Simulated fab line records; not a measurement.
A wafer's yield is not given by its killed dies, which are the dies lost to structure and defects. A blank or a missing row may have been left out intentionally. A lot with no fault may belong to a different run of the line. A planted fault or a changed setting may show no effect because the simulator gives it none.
Matching of chambers :: flow gf180mcu :: GF_V4_CMP_26 on cmp-02: 4 sister chambers
The step polishes, stops on SiO2, t overpolish 15 s, target thk 0 nm. 8 wafers are shown with their chamber, then 7 later ones without.

## WAFERS WITH THEIR CHAMBER
wafer: L276.6
chamber: 1
motor current A (A): 10.7
time to endpoint s (s): 85

wafer: L278.6
chamber: 2
motor current A (A): 11.4
time to endpoint s (s): 76

wafer: L281.2
chamber: 1
motor current A (A): 10.5
time to endpoint s (s): 84

wafer: L283.1
chamber: 0
motor current A (A): 11.0
time to endpoint s (s): 87

wafer: L283.2
chamber: 3
motor current A (A): 12.6
time to endpoint s (s): 79

wafer: L283.6
chamber: 0
motor current A (A): 10.8
time to endpoint s (s): 88

wafer: L285.2
chamber: 2
motor current A (A): 10.9
time to endpoint s (s): 78

wafer: L285.5
chamber: 3
motor current A (A): 12.2
time to endpoint s (s): 74

## WAFERS WITH NO CHAMBER GIVEN
wafer: L285.6
motor current A (A): 10.6
time to endpoint s (s): 88

wafer: L291.1
motor current A (A): 10.6
time to endpoint s (s): 73

wafer: L291.4
motor current A (A): 11.1
time to endpoint s (s): 81

wafer: L291.6
motor current A (A): 10.7
time to endpoint s (s): 85

wafer: L295.2
motor current A (A): 12.4
time to endpoint s (s): 79

wafer: L295.3
motor current A (A): 10.7
time to endpoint s (s): 92

wafer: L295.6
motor current A (A): 10.7
time to endpoint s (s): 80

## CHAMBER TAKEN BY EACH
wafer: L285.6
from the rows above: can't be placed: 0 or 1
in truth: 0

wafer: L291.1
from the rows above: 2
in truth: 2

wafer: L291.4
from the rows above: can't be placed: 2 or 1 or 0
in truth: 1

wafer: L291.6
from the rows above: can't be placed: 1 or 0
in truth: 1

wafer: L295.2
from the rows above: 3
in truth: 3

wafer: L295.3
from the rows above: can't be placed: 0 or 1
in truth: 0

wafer: L295.6
from the rows above: can't be placed: 1 or 2 or 0
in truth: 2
Correctly placed: 2 of 7. Not placeable from these rows: 5 (in 5, the candidates include the true chamber). 0 placed wrongly.
How it was worked out, from the rows above alone: a wafer's distance from a chamber is the root of the sum, over the readings, of the square of ((its reading less the chamber's mean) divided by the reading's scatter). The wafer belongs to the nearest chamber; if the next one is less than 2 further off, it can't be placed. For every chamber, the mean is computed from those of its wafers that are shown. The scatter: the root of (the sum of the squares of (reading less its chamber's mean) over the shown wafers, divided by (wafers less chambers)).
